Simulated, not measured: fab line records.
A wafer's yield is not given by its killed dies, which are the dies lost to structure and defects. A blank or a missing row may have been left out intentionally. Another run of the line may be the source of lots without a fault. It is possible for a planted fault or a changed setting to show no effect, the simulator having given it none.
fab line records :: flow sfqLine
record
  lots=14
  wafers=42
  lastDay=90
route steps=325 shown A5B@210
lots that met no fault: taken from a fault-free run of the same line
startH: hours from the record's first day to the start of the lot's first wafer shown :: waitH: hours since the lot's step before :: " same as the row above :: L1.1+2: a row that stands for several wafers :: - no value, or no start was given :: * or withheld: withheld :: < > ~ a bound
route shown NAME@n: NAME is a module with steps in the file, n the number in the route of the first one :: usual: average and standard deviation across the fault-free wafers :: same: alike in all rows :: chamber/n: place in a boat :: sites: each site's reading :: _std_site: standard deviation across them :: _edge_site: the outer-site mean with the inner-site mean subtracted :: radiusMm: for every site, how far away it sits from the centre of the wafer :: mask NAME#n: copy n :: behind: tool/chamber where the wafer was last shaped :: hold: why the lot went on hold/how many hours it stayed there/how the hold came to an end :: device: the transistor (n, p or np) that didn't switch :: end of line: the tests these same wafers got at the end of their route :: step lacking rows: just its recipe :: killed: dies that structure and defects cost at the first sort, which is not the same as the wafer's yield :: map: per-die view of a wafer (x killed, . not killed, _ where there is no die)
set.NAME: the setting that was run; set.NAME@STEP: the one run at that earlier step :: model.NAME: the simulator's own value behind a step, which no gauge read
route steps across a sampled set of lots; one table per step, one row per wafer
services: from which hour (startH, from the record's first day; less than 0 if before it) a tool's chamber was out of use, for how many hours, and why
## steps
# step SFQ_TRILAYER_A5B_CMP_CMP_130
# recipe
  stopOn=Nb
  downForcePsi=3
  platenRpm=60
  targetThkNm=340.7
# usual
  edgeZonePressureFrac=1.000/0.0053
  headPressurePsi=3.000/0.0074
  motorCurrentA=10.4/1.3
lot.wafer: L996.3
tool: cmp-01
chamber: 3
startH: 1297.39
waitH: 0.5
edgeZonePressureFrac: 0.993
headPressurePsi: 2.994
motorCurrentA: 10.6

lot.wafer: L996.4
tool: cmp-01
chamber: 0
startH: 1297.39
waitH: 0.5
edgeZonePressureFrac: 1.001
headPressurePsi: 2.992
motorCurrentA: 8.5

lot.wafer: L996.2
tool: cmp-01
chamber: 1
startH: 1297.39
waitH: 0.5
edgeZonePressureFrac: 1.007
headPressurePsi: 2.997
motorCurrentA: 9.7

lot.wafer: L997.3
tool: cmp-01
chamber: 3
startH: 1341.22
waitH: 0.5
edgeZonePressureFrac: 0.999
headPressurePsi: 2.991
motorCurrentA: 10.5

lot.wafer: L997.4
tool: cmp-01
chamber: 1
startH: 1342.22
waitH: 1.5
edgeZonePressureFrac: 1.000
headPressurePsi: 2.992
motorCurrentA: 9.6

lot.wafer: L997.6
tool: cmp-01
chamber: 3
startH: 1343.22
waitH: 2.5
edgeZonePressureFrac: 0.998
headPressurePsi: 2.989
motorCurrentA: 10.4

lot.wafer: L998.1
tool: cmp-02
chamber: 2
startH: 1343.11
waitH: 0.0
edgeZonePressureFrac: 0.997
headPressurePsi: 2.996
motorCurrentA: 9.4

lot.wafer: L998.2
tool: cmp-02
chamber: 0
startH: 1344.11
waitH: 1.0
edgeZonePressureFrac: 1.007
headPressurePsi: 2.997
motorCurrentA: 9.5

lot.wafer: L998.3
tool: cmp-02
chamber: 1
startH: 1344.11
waitH: 1.0
edgeZonePressureFrac: 1.009
headPressurePsi: 2.993
motorCurrentA: 12.6

lot.wafer: L999.1
tool: cmp-01
chamber: 2
startH: 1345.32
waitH: 1.0
edgeZonePressureFrac: 0.999
headPressurePsi: 2.999
motorCurrentA: 9.5

lot.wafer: L999.6
tool: cmp-01
chamber: 0
startH: 1346.32
waitH: 2.0
edgeZonePressureFrac: 0.992
headPressurePsi: 3.001
motorCurrentA: 9.4

lot.wafer: L999.5
tool: cmp-01
chamber: 1
startH: 1346.32
waitH: 2.0
edgeZonePressureFrac: 1.006
headPressurePsi: 2.997
motorCurrentA: 10.1

lot.wafer: L102.1
tool: cmp-01
chamber: 3
startH: 1358.63
waitH: 3.4
edgeZonePressureFrac: 1.003
headPressurePsi: 3.000
motorCurrentA: 10.2

lot.wafer: L102.6
tool: cmp-01
chamber: 1
startH: 1359.63
waitH: 4.4
edgeZonePressureFrac: 1.000
headPressurePsi: 3.001
motorCurrentA: 9.6

lot.wafer: L102.5
tool: cmp-01
chamber: 2
startH: 1359.63
waitH: 4.4
edgeZonePressureFrac: 0.997
headPressurePsi: 2.994
motorCurrentA: 9.6

lot.wafer: L103.1
tool: cmp-01
chamber: 0
startH: 1361.13
waitH: 3.4
edgeZonePressureFrac: 1.007
headPressurePsi: 3.003
motorCurrentA: 9.1

lot.wafer: L103.4
tool: cmp-01
chamber: 1
startH: 1361.13
waitH: 3.4
edgeZonePressureFrac: 1.004
headPressurePsi: 3.008
motorCurrentA: 9.5

lot.wafer: L103.5
tool: cmp-01
chamber: 3
startH: 1362.63
waitH: 4.9
edgeZonePressureFrac: 0.993
headPressurePsi: 3.001
motorCurrentA: 10.1

lot.wafer: L104.3
tool: cmp-02
chamber: 3
startH: 1363.33
waitH: 4.4
edgeZonePressureFrac: 0.997
headPressurePsi: 2.994
motorCurrentA: 12.1

lot.wafer: L104.2
tool: cmp-02
chamber: 0
startH: 1363.33
waitH: 4.4
edgeZonePressureFrac: 1.008
headPressurePsi: 2.995
motorCurrentA: 10.5

lot.wafer: L104.6
tool: cmp-02
chamber: 2
startH: 1364.83
waitH: 5.9
edgeZonePressureFrac: 1.005
headPressurePsi: 2.993
motorCurrentA: 9.6

lot.wafer: L107.3
tool: cmp-01
chamber: 3
startH: 1373.63
waitH: 6.3
edgeZonePressureFrac: 0.999
headPressurePsi: 2.995
motorCurrentA: 10.2

lot.wafer: L107.6
tool: cmp-01
chamber: 1
startH: 1374.63
waitH: 7.3
edgeZonePressureFrac: 0.993
headPressurePsi: 2.996
motorCurrentA: 9.9

lot.wafer: L107.5
tool: cmp-01
chamber: 2
startH: 1374.63
waitH: 7.3
edgeZonePressureFrac: 1.004
headPressurePsi: 3.008
motorCurrentA: 10.1

lot.wafer: L108.2
tool: cmp-01
chamber: 2
startH: 1375.63
waitH: 4.7
edgeZonePressureFrac: -
headPressurePsi: -
motorCurrentA: -

lot.wafer: L108.1
tool: cmp-01
chamber: 1
startH: 1377.13
waitH: 6.2
edgeZonePressureFrac: -
headPressurePsi: -
motorCurrentA: -

lot.wafer: L108.5
tool: cmp-01
chamber: 2
startH: 1377.13
waitH: 6.2
edgeZonePressureFrac: -
headPressurePsi: -
motorCurrentA: -

lot.wafer: L109.2
tool: cmp-02
chamber: 1
startH: 1377.33
waitH: 3.0
edgeZonePressureFrac: -
headPressurePsi: -
motorCurrentA: -

lot.wafer: L109.3
tool: cmp-02
chamber: 2
startH: 1377.33
waitH: 3.0
edgeZonePressureFrac: -
headPressurePsi: -
motorCurrentA: -

lot.wafer: L109.4
tool: cmp-02
chamber: 3
startH: 1377.33
waitH: 3.0
edgeZonePressureFrac: -
headPressurePsi: -
motorCurrentA: -

lot.wafer: L115.1
tool: cmp-02
chamber: 1
startH: 1420.37
waitH: 1.7
edgeZonePressureFrac: 1.010
headPressurePsi: 3.011
motorCurrentA: 13.0

lot.wafer: L115.4
tool: cmp-02
chamber: 2
startH: 1420.37
waitH: 1.7
edgeZonePressureFrac: 1.007
headPressurePsi: 3.006
motorCurrentA: 10.1

lot.wafer: L115.5
tool: cmp-02
chamber: 3
startH: 1420.37
waitH: 1.7
edgeZonePressureFrac: 0.994
headPressurePsi: 3.008
motorCurrentA: 12.2

lot.wafer: L116.4
tool: cmp-02
chamber: 3
startH: 1422.37
waitH: 1.1
edgeZonePressureFrac: 1.006
headPressurePsi: 3.008
motorCurrentA: 13.0

lot.wafer: L116.1
tool: cmp-02
chamber: 2
startH: 1423.87
waitH: 2.6
edgeZonePressureFrac: 1.007
headPressurePsi: 2.999
motorCurrentA: 9.1

lot.wafer: L116.6
tool: cmp-02
chamber: 0
startH: 1424.87
waitH: 3.6
edgeZonePressureFrac: 0.999
headPressurePsi: 2.997
motorCurrentA: 11.0

lot.wafer: L117.2
tool: cmp-01
chamber: 0
startH: 1428.49
waitH: 0.0
edgeZonePressureFrac: 0.999
headPressurePsi: 3.016
motorCurrentA: 9.4

lot.wafer: L117.1
tool: cmp-01
chamber: 2
startH: 1429.49
waitH: 1.0
edgeZonePressureFrac: 1.005
headPressurePsi: 3.008
motorCurrentA: 9.9

lot.wafer: L117.6
tool: cmp-01
chamber: 0
startH: 1430.49
waitH: 2.0
edgeZonePressureFrac: 0.993
headPressurePsi: 3.013
motorCurrentA: 9.4

lot.wafer: L119.2
tool: cmp-01
chamber: 3
startH: 1440.29
waitH: 1.4
edgeZonePressureFrac: 0.991
headPressurePsi: 2.999
motorCurrentA: 9.8

lot.wafer: L119.4
tool: cmp-01
chamber: 0
startH: 1440.29
waitH: 1.4
edgeZonePressureFrac: 1.011
headPressurePsi: 3.005
motorCurrentA: 9.0

lot.wafer: L119.5
tool: cmp-01
chamber: 3
startH: 1442.29
waitH: 3.3
edgeZonePressureFrac: 0.992
headPressurePsi: 2.999
motorCurrentA: 10.8
# step SFQ_TRILAYER_A5B_METRO_MEASURE_131
# usual
  thkNm=343/6.1
lot.wafer: L996.2
tool: filmMetro-01
chamber: -
startH: 1300.09
waitH: 1.2
thkNm: 338

lot.wafer: L996.3
tool: filmMetro-01
chamber: -
startH: 1300.09
waitH: 1.2
thkNm: 344

lot.wafer: L996.4
tool: filmMetro-01
chamber: -
startH: 1300.09
waitH: 1.2
thkNm: 348

lot.wafer: L997.3
tool: filmMetro-01
chamber: -
startH: 1344.12
waitH: 2.4
thkNm: 343

lot.wafer: L997.4
tool: filmMetro-01
chamber: -
startH: 1344.12
waitH: 2.4
thkNm: 334

lot.wafer: L997.6
tool: filmMetro-01
chamber: -
startH: 1344.12
waitH: 2.4
thkNm: 342

lot.wafer: L998.1
tool: filmMetro-04
chamber: -
startH: 1346.11
waitH: 2.5
thkNm: 340

lot.wafer: L998.2
tool: filmMetro-04
chamber: -
startH: 1346.11
waitH: 2.5
thkNm: 346

lot.wafer: L998.3
tool: filmMetro-04
chamber: -
startH: 1346.11
waitH: 2.5
thkNm: 339

lot.wafer: L999.1
tool: filmMetro-01
chamber: -
startH: 1347.32
waitH: 1.5
thkNm: 333

lot.wafer: L999.5
tool: filmMetro-01
chamber: -
startH: 1347.32
waitH: 1.5
thkNm: 338

lot.wafer: L999.6
tool: filmMetro-01
chamber: -
startH: 1347.32
waitH: 1.5
thkNm: 353

lot.wafer: L102.1
tool: filmMetro-03
chamber: -
startH: 1360.63
waitH: 1.5
thkNm: 350

lot.wafer: L102.5
tool: filmMetro-03
chamber: -
startH: 1360.63
waitH: 1.5
thkNm: 336

lot.wafer: L102.6
tool: filmMetro-03
chamber: -
startH: 1360.63
waitH: 1.5
thkNm: 334

lot.wafer: L103.1
tool: filmMetro-03
chamber: -
startH: 1363.63
waitH: 2.0
thkNm: 352

lot.wafer: L103.4
tool: filmMetro-03
chamber: -
startH: 1363.63
waitH: 2.0
thkNm: 344

lot.wafer: L103.5
tool: filmMetro-03
chamber: -
startH: 1363.63
waitH: 2.0
thkNm: 344

lot.wafer: L104.2
tool: filmMetro-01
chamber: -
startH: 1365.53
waitH: 1.2
thkNm: 343

lot.wafer: L104.3
tool: filmMetro-01
chamber: -
startH: 1365.53
waitH: 1.2
thkNm: 342

lot.wafer: L104.6
tool: filmMetro-01
chamber: -
startH: 1365.53
waitH: 1.2
thkNm: 335

lot.wafer: L107.3
tool: filmMetro-03
chamber: -
startH: 1376.03
waitH: 1.9
thkNm: 340

lot.wafer: L107.5
tool: filmMetro-03
chamber: -
startH: 1376.03
waitH: 1.9
thkNm: 324

lot.wafer: L107.6
tool: filmMetro-03
chamber: -
startH: 1376.03
waitH: 1.9
thkNm: 324

lot.wafer: L108.1
tool: filmMetro-04
chamber: -
startH: 1378.63
waitH: 1.0
thkNm: 584

lot.wafer: L108.2
tool: filmMetro-04
chamber: -
startH: 1378.63
waitH: 1.0
thkNm: 595

lot.wafer: L108.5
tool: filmMetro-04
chamber: -
startH: 1378.63
waitH: 1.0
thkNm: 602

lot.wafer: L109.2
tool: filmMetro-01
chamber: -
startH: 1380.53
waitH: 2.7
thkNm: 606

lot.wafer: L109.3
tool: filmMetro-01
chamber: -
startH: 1380.53
waitH: 2.7
thkNm: 597

lot.wafer: L109.4
tool: filmMetro-01
chamber: -
startH: 1380.53
waitH: 2.7
thkNm: 609

lot.wafer: L115.1
tool: filmMetro-04
chamber: -
startH: 1422.37
waitH: 1.5
thkNm: 339

lot.wafer: L115.4
tool: filmMetro-04
chamber: -
startH: 1422.37
waitH: 1.5
thkNm: 341

lot.wafer: L115.5
tool: filmMetro-04
chamber: -
startH: 1422.37
waitH: 1.5
thkNm: 337

lot.wafer: L116.1
tool: filmMetro-04
chamber: -
startH: 1425.37
waitH: 1.0
thkNm: 346

lot.wafer: L116.4
tool: filmMetro-04
chamber: -
startH: 1425.37
waitH: 1.0
thkNm: 348

lot.wafer: L116.6
tool: filmMetro-04
chamber: -
startH: 1425.37
waitH: 1.0
thkNm: 350

lot.wafer: L117.1
tool: filmMetro-04
chamber: -
startH: 1431.49
waitH: 1.5
thkNm: 343

lot.wafer: L117.2
tool: filmMetro-04
chamber: -
startH: 1431.49
waitH: 1.5
thkNm: 348

lot.wafer: L117.6
tool: filmMetro-04
chamber: -
startH: 1431.49
waitH: 1.5
thkNm: 340

lot.wafer: L119.2
tool: filmMetro-03
chamber: -
startH: 1443.49
waitH: 2.7
thkNm: 347

lot.wafer: L119.4
tool: filmMetro-03
chamber: -
startH: 1443.49
waitH: 2.7
thkNm: 347

lot.wafer: L119.5
tool: filmMetro-03
chamber: -
startH: 1443.49
waitH: 2.7
thkNm: 345
## services
tool: filmMetro-01
chamber: -
startH: 1283.14
hours: 0.8
kind: pm

tool: filmMetro-04
chamber: -
startH: 1296.94
hours: 1.8
kind: repair

tool: filmMetro-04
chamber: -
startH: 1310.48
hours: 0.4
kind: pm

tool: cmp-01
chamber: -
startH: 1315.27
hours: 2.0
kind: repair

tool: filmMetro-03
chamber: -
startH: 1376.83
hours: 0.4
kind: pm

tool: filmMetro-03
chamber: -
startH: 1394.44
hours: 0.4
kind: pm

tool: cmp-01
chamber: -
startH: 1436.29
hours: 4.0
kind: pm

tool: cmp-01
chamber: -
startH: 1440.29
hours: -
kind: consumableReplace:conditioner

tool: cmp-01
chamber: -
startH: 1440.29
hours: -
kind: consumableReplace:pad

tool: filmMetro-01
chamber: -
startH: 1441.25
hours: 0.3
kind: pm

tool: filmMetro-04
chamber: -
startH: 1442.24
hours: 0.2
kind: pm

tool: cmp-02
chamber: -
startH: 1442.72
hours: 2.9
kind: repair
## key
firstSign
  step=SFQ_TRILAYER_A5B_CMP_CMP_130
  reading=toolRecord
  direction=missing
effect
  step=SFQ_TRILAYER_A5B_METRO_MEASURE_131
  reading=thkNm
  direction=up
  sigmas=42
  usual=343
  struck=599
metAt SFQ_TRILAYER_A5B_CMP_CMP_130
struckLots L108,L109
onsetBetween 1373.63 1375.63
fault
  kind=skippedStepWhole
  tool=cmp-01,cmp-02
  chamber=-
  onsetH=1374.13
  steps=SFQ_TRILAYER_A5B_CMP_CMP_130
  scope=struckLotsOnly
